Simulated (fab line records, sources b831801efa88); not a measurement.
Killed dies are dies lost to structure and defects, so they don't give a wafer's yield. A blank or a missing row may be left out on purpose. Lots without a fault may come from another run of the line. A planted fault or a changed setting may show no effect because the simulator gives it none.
fab line records | flow sky130
record lots=6 wafers=18 last_day=50
route steps=708 shown LDD_P@263 LDD_HVN@267 LDD_HVP@278 PAD_OPEN@708
lots that met no fault: from a run of the same line without faults
start_h: hours from the record's first day to the start of the lot's first wafer shown | wait_h: hours since the lot's step before | " the same as in the row above | L1.1+2: a row that stands for several wafers | - no value, or no start given | * or withheld: withheld | < > ~ a bound
route shown NAME@n: a module of which the file shows steps, and the number in the route of the first | usual: mean/standard deviation of fault-free wafers | same: alike in all rows | chamber/n: place in a boat | sites: the reading at each site | _std_site: their standard deviation | _edge_site: outer sites' mean less inner sites' | radius_mm: how far each site lies from the wafer's centre | mask NAME#n: copy n | behind: the tool/chamber that last shaped the wafer | hold: why the lot was held/for how many hours/how that ended | device: the transistor (n, p or np) that didn't switch | end of line: the same wafers' tests at the end of the route | a step without rows: its recipe alone | killed: dies lost to structure and defects at the first sort, not the wafer's yield | map: a wafer's dies, x killed, . not, _ none there
set.NAME: the setting as run; set.NAME@STEP: as run at that earlier step | model.NAME: the simulator's own value behind a step, which no gauge read
lots at some steps of the route; a table a step, a row a wafer
services: from which hour (start_h, from the record's first day; less than 0 if before it) a tool's chamber was out of use, for how many hours, and why
## steps
# step SKY_LDD_P_OVL_MEAS_08
# usual LDD_P_OVL=-0.1/1.2
# columns lot.wafer tool chamber start_h wait_h LDD_P_OVL[nm]
L182.2 overlay-02 - 485.67 0.1 -0.4
L182.5 " - " " -1.8
L182.6 " - " " -2.1
L188.1 overlay-02 - 537.17 0.1 -2.3
L188.4 " - " " -1.6
L188.6 " - " " 0.1
L189.2 overlay-01 - 548.75 0.1 0.4
L189.4 " - " " 0.5
L189.5 " - " " 0.8
L196.1 overlay-02 - 603.63 0.1 -0.4
L196.2 " - " " -0.9
L196.6 " - " " -0.8
L199.1 overlay-02 - 624.47 0.1 -0.3
L199.5 " - " " 1.2
L199.6 " - " " 0.3
L200.1 overlay-01 - 632.47 0.1 -3.1
L200.3 " - " " -1.1
L200.5 " - " " -2.0
# step SKY_LDD_P_IMPLANT_09
# recipe species=BF2 energy_kev=25 dose_cm2=1e+13 tilt_deg=withheld
# step SKY_LDD_P_STRIP_10
# recipe chemistry=O2/N2 power_w=1400 pressure_mtorr=1500 platen_temp_c=withheld o2_flow_sccm=3000 n2_flow_sccm=300 overash_fraction=0.5
# usual drypump_motor_current_A=5.79/0.29 oes_product_au=0.716/0.0052 strip_time_to_endpoint_s=14.19/0.048
# same overash_fraction=0.5
# columns lot.wafer tool chamber start_h wait_h drypump_motor_current_A oes_product_au rf_hours_counter_h strip_time_to_endpoint_s
L182.2 plasma_asher-02 1 485.85 0.1 5.70 0.713 61 14.18
L182.5 " 1 " " 5.70 0.703 - 14.22
L182.6 " 0 " " 6.06 0.708 - 14.20
L188.1 plasma_asher-02 0 537.35 0.1 6.05 0.726 67 14.19
L188.4 " 1 " " 5.69 0.720 - 14.17
L188.6 " 0 " " 6.06 0.722 - 14.22
L189.2 plasma_asher-02 1 548.93 0.1 5.69 0.709 68 14.05
L189.4 " 0 " " 6.03 0.714 - 14.08
L189.5 " 0 " " 5.95 0.724 - 14.08
L196.1 plasma_asher-03 0 603.81 0.1 5.96 0.716 91 14.23
L196.2 " 1 " " 5.85 0.725 91 14.16
L196.6 " 0 " " 5.98 0.706 - 14.22
L199.1 plasma_asher-02 1 624.65 0.1 5.71 0.719 74 14.17
L199.5 " 0 " " 6.04 0.716 - 14.20
L199.6 " 1 " " 5.70 0.722 - 14.20
L200.1 plasma_asher-02 0 632.65 0.1 5.97 0.723 75 14.18
L200.3 " 1 " " 5.71 0.718 - 14.18
L200.5 " 1 " " 5.70 0.719 - 14.15
# step SKY_LDD_P_TW_MEAS_11
# usual LDD_P_TW=633/7.7
# columns lot.wafer tool chamber start_h wait_h LDD_P_TW
L182.2 film_metro-02 - 485.96 0.1 629
L182.5 " - " " 631
L182.6 " - " " 624
L188.1 film_metro-04 - 537.45 0.1 642
L188.4 " - " " 642
L188.6 " - " " 646
L189.2 film_metro-02 - 549.04 0.1 624
L189.4 " - " " 623
L189.5 " - " " 622
L196.1 film_metro-04 - 603.91 0.1 646
L196.2 " - " " 645
L196.6 " - " " 643
L199.1 film_metro-02 - 624.75 0.1 624
L199.5 " - " " 627
L199.6 " - " " 624
L200.1 film_metro-03 - 632.75 0.1 640
L200.3 " - " " 640
L200.5 " - " " 642
# step SKY_LDD_HVN_DEHYDRATE_00
# recipe temp_c=200 time_s=60
# step SKY_LDD_HVN_HMDS_01
# recipe prime_time_s=60 prime_temp_c=120
# step SKY_LDD_HVN_COAT_02
# recipe resist=NOVOLAK spin_rpm=3000 resist_thk_nm=300
# step SKY_LDD_HVN_SOFTBAKE_03
# recipe temp_c=90 time_s=60 resist=NOVOLAK
# step SKY_LDD_HVN_EXPOSE_04
# recipe mask_id=HVNTM na=0.6 source_shape=conventional sigma_outer=0.6 polarization=unpolarized target_cd_nm=700 dose_mj=127
# step SKY_LDD_HVN_PEB_05
# recipe temp_c=withheld time_s=* resist=NOVOLAK
# step SKY_LDD_HVN_DEVELOP_06
# recipe resist=NOVOLAK developer=TMAH develop_time_s=60 dev_temp_c=23
# step SKY_LDD_HVN_OVL_MEAS_07
# usual LDD_HVN_OVL=0.4/1.4
# columns lot.wafer tool chamber start_h wait_h LDD_HVN_OVL[nm]
L182.2 overlay-02 - 516.23 0.1 -1.4
L182.5 " - " " -0.7
L182.6 " - " " -1.0
L188.1 overlay-02 - 567.62 0.1 1.0
L188.4 " - " " 0.3
L188.6 " - " " 0.2
L189.2 overlay-02 - 578.51 0.1 1.4
L189.4 " - " " 0.8
L189.5 " - " " 3.0
L196.1 overlay-02 - 632.26 0.1 -0.4
L196.2 " - " " -2.2
L196.6 " - " " -0.2
L199.1 overlay-01 - 652.40 0.1 1.3
L199.5 " - " " 0.4
L199.6 " - " " 0.3
L200.1 overlay-02 - 660.45 0.1 -0.2
L200.3 " - " " -0.4
L200.5 " - " " 0.1
# step SKY_LDD_HVN_IMPLANT_08
# recipe species=P energy_kev=60 dose_cm2=3e+13 tilt_deg=40
# usual dose_ions_cm2=2.9994e+13/3e+10 faraday_current_uA=169/3.2 tilt_deg=40.000/0.019
# columns lot.wafer tool chamber start_h wait_h dose_ions_cm2 faraday_current_uA tilt_deg
L182.2 implanter-01 0 516.28 0.0 2.9962e+13 167 39.971
L182.5 " 0 " " 3.001e+13 168 40.009
L182.6 " 0 " " 3.0006e+13 174 39.964
L188.1 implanter-03 0 567.66 0.0 3.2122e+13 176 40.001
L188.4 " 0 " " 3.2101e+13 184 40.006
L188.6 " 0 " " 3.2054e+13 182 39.991
L189.2 implanter-03 0 578.57 0.0 3.2073e+13 183 39.981
L189.4 " 0 " " 3.2108e+13 179 40.009
L189.5 " 0 " " 3.205e+13 180 40.018
L196.1 implanter-02 0 632.29 0.0 2.9958e+13 168 39.998
L196.2 " 0 " " 2.9921e+13 167 39.987
L196.6 " 0 " " 3e+13 167 40.008
L199.1 implanter-03 0 652.44 0.0 3.0017e+13 165 40.006
L199.5 " 0 " " 3.0039e+13 172 39.998
L199.6 " 0 " " 2.9954e+13 171 39.984
L200.1 implanter-03 0 660.48 0.0 2.9972e+13 170 40.019
L200.3 " 0 " " 3.0016e+13 169 40.004
L200.5 " 0 " " 2.9942e+13 165 40.008
# step SKY_LDD_HVN_STRIP_09
# recipe chemistry=O2/N2 power_w=1400 pressure_mtorr=1500 platen_temp_c=withheld o2_flow_sccm=3000 n2_flow_sccm=300 overash_fraction=0.5
# usual drypump_motor_current_A=5.79/0.23 oes_product_au=0.409/0.0045 strip_time_to_endpoint_s=4.133/0.014
# same overash_fraction=0.5
# columns lot.wafer tool chamber start_h wait_h drypump_motor_current_A oes_product_au rf_hours_counter_h strip_time_to_endpoint_s
L182.2 plasma_asher-02 1 516.41 0.1 5.69 0.408 65 4.146
L182.5 " 1 " " 5.71 0.412 - 4.148
L182.6 " 0 " " 5.97 0.406 - 4.127
L188.1 plasma_asher-01 0 567.81 0.1 5.86 0.409 45 4.145
L188.4 " 1 " " 5.78 0.401 - 4.150
L188.6 " 1 " " 5.79 0.417 - 4.166
L189.2 plasma_asher-01 1 578.69 0.1 5.79 0.411 46 4.120
L189.4 " 0 " " 5.85 0.417 - 4.114
L189.5 " 0 " " 5.86 0.404 - 4.104
L196.1 plasma_asher-01 0 632.44 0.1 5.86 0.408 51 4.160
L196.2 " 1 " " 5.83 0.408 51 4.150
L196.6 " 0 " " 5.85 0.410 - 4.151
L199.1 plasma_asher-01 1 652.59 0.1 5.81 0.411 53 4.133
L199.5 " 1 " " 5.80 0.411 - 4.120
L199.6 " 0 " " 5.86 0.410 - 4.126
L200.1 plasma_asher-04 1 660.63 0.1 5.06 0.405 24 4.150
L200.3 " 0 " " 5.72 0.412 - 4.129
L200.5 " 1 " " 5.03 0.406 - 4.132
# step SKY_LDD_HVN_TW_MEAS_10
# usual LDD_HVN_TW=1442/7.5
# columns lot.wafer tool chamber start_h wait_h LDD_HVN_TW
L182.2 film_metro-03 - 516.52 0.1 1451
L182.5 " - " " 1443
L182.6 " - " " 1447
L188.1 film_metro-01 - 567.91 0.1 1465
L188.4 " - " " 1473
L188.6 " - " " 1462
L189.2 film_metro-04 - 578.80 0.1 1483
L189.4 " - " " 1483
L189.5 " - " " 1483
L196.1 film_metro-01 - 632.54 0.1 1448
L196.2 " - " " 1434
L196.6 " - " " 1451
L199.1 film_metro-03 - 652.69 0.1 1449
L199.5 " - " " 1453
L199.6 " - " " 1452
L200.1 film_metro-03 - 660.73 0.1 1444
L200.3 " - " " 1453
L200.5 " - " " 1452
# step SKY_LDD_HVP_DEHYDRATE_00
# recipe temp_c=200 time_s=60
# step SKY_PAD_OPEN_PROBE_99
# usual killed_at_M0_to_M3=41/6.2 killed_at_M4_up=3.0/1.7 killed_at_contacts=25/5.8 killed_at_front_end=16/4.5 killed_at_other=0.2/0.42 killed_dies=85/8.4 killed_open=46/5.9 killed_short=39/6.3
# same gross_dies=492 killed_at_back_side=0
# columns lot.wafer tool chamber start_h wait_h killed_at_M0_to_M3 killed_at_M4_up killed_at_contacts killed_at_front_end killed_at_other killed_dies killed_open killed_short model.etest.tip_n_5v.rs_ohm_sq
L182.2 prober-01 - 1111.35 0.1 35 2 29 26 0 92 51 41 1392
L182.5 prober-01 - 1111.50 0.2 54 6 20 10 0 90 48 42 1394
L182.6 prober-01 - 1111.55 0.2 39 3 27 18 0 87 50 37 1401
L188.1 prober-01 - 1145.96 0.1 47 2 27 16 0 92 50 42 1317
L188.4 prober-01 - 1146.11 0.2 41 7 23 21 0 92 48 44 1319
L188.6 prober-01 - 1146.21 0.2 41 3 20 23 0 87 55 32 1316
L189.2 prober-02 - 1152.16 0.1 34 3 34 21 1 93 47 43 1312
L189.4 prober-02 - 1152.26 0.2 38 2 31 21 1 93 56 35 1325
L189.5 prober-02 - 1152.31 0.2 39 3 24 13 1 80 42 38 1316
L196.1 prober-02 - 1187.32 0.1 44 4 34 14 0 96 51 45 1377
L196.2 prober-02 - 1187.37 0.1 40 3 26 18 0 87 52 35 1376
L196.6 prober-02 - 1187.57 0.2 46 1 26 14 0 87 46 41 1368
L199.1 prober-02 - 1197.34 0.1 51 1 29 11 0 92 41 51 1398
L199.5 prober-02 - 1197.54 0.2 39 3 23 21 0 86 43 42 1400
L199.6 prober-02 - 1197.59 0.2 46 2 29 16 1 94 50 42 1388
L200.1 prober-01 - 1202.81 0.1 35 0 30 8 0 73 44 29 1355
L200.3 prober-01 - 1202.91 0.2 44 1 34 18 0 97 48 48 1362
L200.5 prober-01 - 1203.01 0.2 55 1 22 13 0 91 43 48 1377
# killed by level:class
L182.2 VIA1:geometric_particle:open=10 CONTACT:geometric_particle:open=9 FIELD_ISO:geometric_particle:short=6 SPACER:geometric_particle:open=6 CONTACT:geometric_particle:short=6 VIA2:geometric_particle:open=6 FIELD_ISO:geometric_particle:open=5 LI_CONTACT:geometric_particle:open=5
L182.5 CONTACT:geometric_particle:open=11 VIA1:geometric_particle:open=10 VIA2:geometric_particle:open=7 VIA3:geometric_particle:open=7 VIA3:geometric_particle:short=6 CONTACT:geometric_particle:short=5 VIA1:geometric_particle:short=5 POLY_GATE:geometric_particle:short=4
L182.6 VIA1:geometric_particle:open=10 VIA2:geometric_particle:open=8 CONTACT:geometric_particle:open=7 LI_CONTACT:geometric_particle:open=7 FIELD_ISO:geometric_particle:open=6 POLY_GATE:geometric_particle:short=5 LOCAL_INTERCONNECT:geometric_particle:short=5 VIA3:geometric_particle:open=5
L188.1 VIA1:geometric_particle:open=14 CONTACT:geometric_particle:open=11 VIA1:geometric_particle:short=7 VIA2:geometric_particle:open=7 FIELD_ISO:geometric_particle:short=6 FIELD_ISO:geometric_particle:open=4 LOCAL_INTERCONNECT:geometric_particle:short=4 LOCAL_INTERCONNECT:geometric_particle:open=4
L188.4 CONTACT:geometric_particle:open=10 VIA1:geometric_particle:open=9 FIELD_ISO:geometric_particle:open=7 METAL4:geometric_particle:short=7 LI_CONTACT:geometric_particle:open=6 VIA3:geometric_particle:open=6 METAL2:geometric_particle:short=6 FIELD_ISO:geometric_particle:short=5
L188.6 FIELD_ISO:geometric_particle:open=13 VIA1:geometric_particle:open=11 CONTACT:geometric_particle:open=9 VIA3:geometric_particle:open=7 LI_CONTACT:geometric_particle:open=6 FIELD_ISO:geometric_particle:short=5 VIA1:geometric_particle:short=5 METAL1:geometric_particle:short=4
L189.2 LI_CONTACT:geometric_particle:open=11 CONTACT:geometric_particle:open=8 METAL2:geometric_particle:short=7 VIA1:geometric_particle:open=7 FIELD_ISO:geometric_particle:short=6 LI_CONTACT:geometric_particle:short=6 CONTACT:geometric_particle:short=5 VIA2:geometric_particle:open=5
L189.4 CONTACT:geometric_particle:open=15 VIA1:geometric_particle:open=12 VIA2:geometric_particle:open=9 LI_CONTACT:geometric_particle:open=8 FIELD_ISO:geometric_particle:short=5 FIELD_ISO:geometric_particle:open=4 METAL2:geometric_particle:short=4 POLY_GATE:geometric_particle:open=3
L189.5 CONTACT:geometric_particle:open=9 VIA3:geometric_particle:open=7 LI_CONTACT:geometric_particle:open=7 VIA1:geometric_particle:short=6 METAL2:geometric_particle:short=6 VIA1:geometric_particle:open=5 CONTACT:geometric_particle:short=4 VIA2:geometric_particle:open=4
L196.1 CONTACT:geometric_particle:open=17 VIA1:geometric_particle:open=15 CONTACT:geometric_particle:short=10 METAL1:geometric_particle:short=6 LI_CONTACT:geometric_particle:open=5 FIELD_ISO:geometric_particle:short=4 METAL2:geometric_particle:short=4 VIA2:geometric_particle:short=3
L196.2 CONTACT:geometric_particle:open=16 VIA1:geometric_particle:open=12 POLY_GATE:geometric_particle:short=8 VIA3:geometric_particle:open=5 FIELD_ISO:geometric_particle:short=4 LI_CONTACT:geometric_particle:open=4 VIA2:geometric_particle:short=4 VIA2:geometric_particle:open=4
L196.6 CONTACT:geometric_particle:open=11 VIA1:geometric_particle:open=11 VIA3:geometric_particle:open=8 CONTACT:geometric_particle:short=7 VIA1:geometric_particle:short=7 FIELD_ISO:geometric_particle:open=5 LI_CONTACT:geometric_particle:open=5 VIA3:geometric_particle:short=5
L199.1 CONTACT:geometric_particle:open=10 METAL2:geometric_particle:short=9 VIA3:geometric_particle:open=9 FIELD_ISO:geometric_particle:short=7 METAL1:geometric_particle:short=7 VIA1:geometric_particle:open=7 CONTACT:geometric_particle:short=6 LI_CONTACT:geometric_particle:open=5
L199.5 CONTACT:geometric_particle:open=8 METAL1:geometric_particle:short=7 VIA1:geometric_particle:open=7 FIELD_ISO:geometric_particle:short=6 FIELD_ISO:geometric_particle:open=5 LOCAL_INTERCONNECT:geometric_particle:short=5 POLY_GATE:geometric_particle:open=5 LI_CONTACT:geometric_particle:open=5
L199.6 CONTACT:geometric_particle:open=12 VIA1:geometric_particle:open=11 LI_CONTACT:geometric_particle:short=6 VIA2:geometric_particle:open=6 FIELD_ISO:geometric_particle:short=5 POLY_GATE:geometric_particle:open=5 LOCAL_INTERCONNECT:geometric_particle:short=5 VIA3:geometric_particle:open=5
L200.1 LI_CONTACT:geometric_particle:open=10 VIA1:geometric_particle:open=8 CONTACT:geometric_particle:open=7 VIA3:geometric_particle:open=7 CONTACT:geometric_particle:short=6 VIA2:geometric_particle:open=6 FIELD_ISO:geometric_particle:short=5 METAL1:geometric_particle:short=5
L200.3 CONTACT:geometric_particle:open=13 VIA1:geometric_particle:open=10 LOCAL_INTERCONNECT:geometric_particle:short=10 METAL1:geometric_particle:short=8 LI_CONTACT:geometric_particle:open=7 METAL2:geometric_particle:short=7 FIELD_ISO:geometric_particle:open=6 VIA1:geometric_particle:short=4
L200.5 VIA1:geometric_particle:open=14 LI_CONTACT:geometric_particle:short=7 VIA3:geometric_particle:open=7 METAL1:geometric_particle:short=7 METAL2:geometric_particle:short=7 VIA2:geometric_particle:open=7 POLY_GATE:geometric_particle:short=6 LOCAL_INTERCONNECT:geometric_particle:short=6
## services
# columns tool chamber start_h hours kind
plasma_asher-03 - 463.42 3.6 repair
implanter-03 - 469.11 3.1 repair
implanter-02 - 470.16 1.2 repair
plasma_asher-03 - 485.36 4.7 repair
implanter-01 - 493.97 1.6 repair
implanter-03 - 494.73 2.3 pm
plasma_asher-03 - 500.66 2.8 pm
implanter-03 - 521.57 4.2 repair
plasma_asher-01 - 542.74 1.5 repair
implanter-02 - 552.35 4.2 repair
implanter-03 - 559.19 1.7 repair
plasma_asher-02 - 585.15 2.8 pm
implanter-01 - 586.31 3.4 pm
implanter-02 - 586.41 3.4 repair
plasma_asher-02 - 599.15 7.2 repair
plasma_asher-01 - 626.76 2.8 pm
plasma_asher-01 - 647.84 2.0 repair
## key
first_sign step=SKY_LDD_HVN_IMPLANT_08 reading=dose_ions_cm2 direction=up sigmas=70 usual=* struck=*
effect step=SKY_LDD_HVN_IMPLANT_08 reading=faraday_current_uA direction=up sigmas=3.6 usual=169 struck=181
effect step=SKY_LDD_HVN_TW_MEAS_10 reading=LDD_HVN_TW direction=up sigmas=4.3 usual=1442 struck=1475
model_effect step=SKY_PAD_OPEN_PROBE_99 value=etest.tip_n_5v.rs_ohm_sq without=1386 struck=1318
met_at SKY_LDD_HVN_IMPLANT_08
struck_wafers L188.1,L188.4,L188.6,L189.2,L189.4,L189.5
tester_left_out L188,L189
fault kind=process_parameter_drift tool=implanter-03 chamber=- onset_h=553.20 steps=SKY_LDD_HVN_IMPLANT_08 channel=dose_cm2 offset=* shape=step end_h=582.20 acts_in=* stated=*
# tester_left_out: of these lots the tester's yield and bins aren't shown, on N5 and GAA mostly nor the transistor test; their killed dies are dies lost to structure and defects alone, not to doping, threshold or leakage, so they don't give the yield
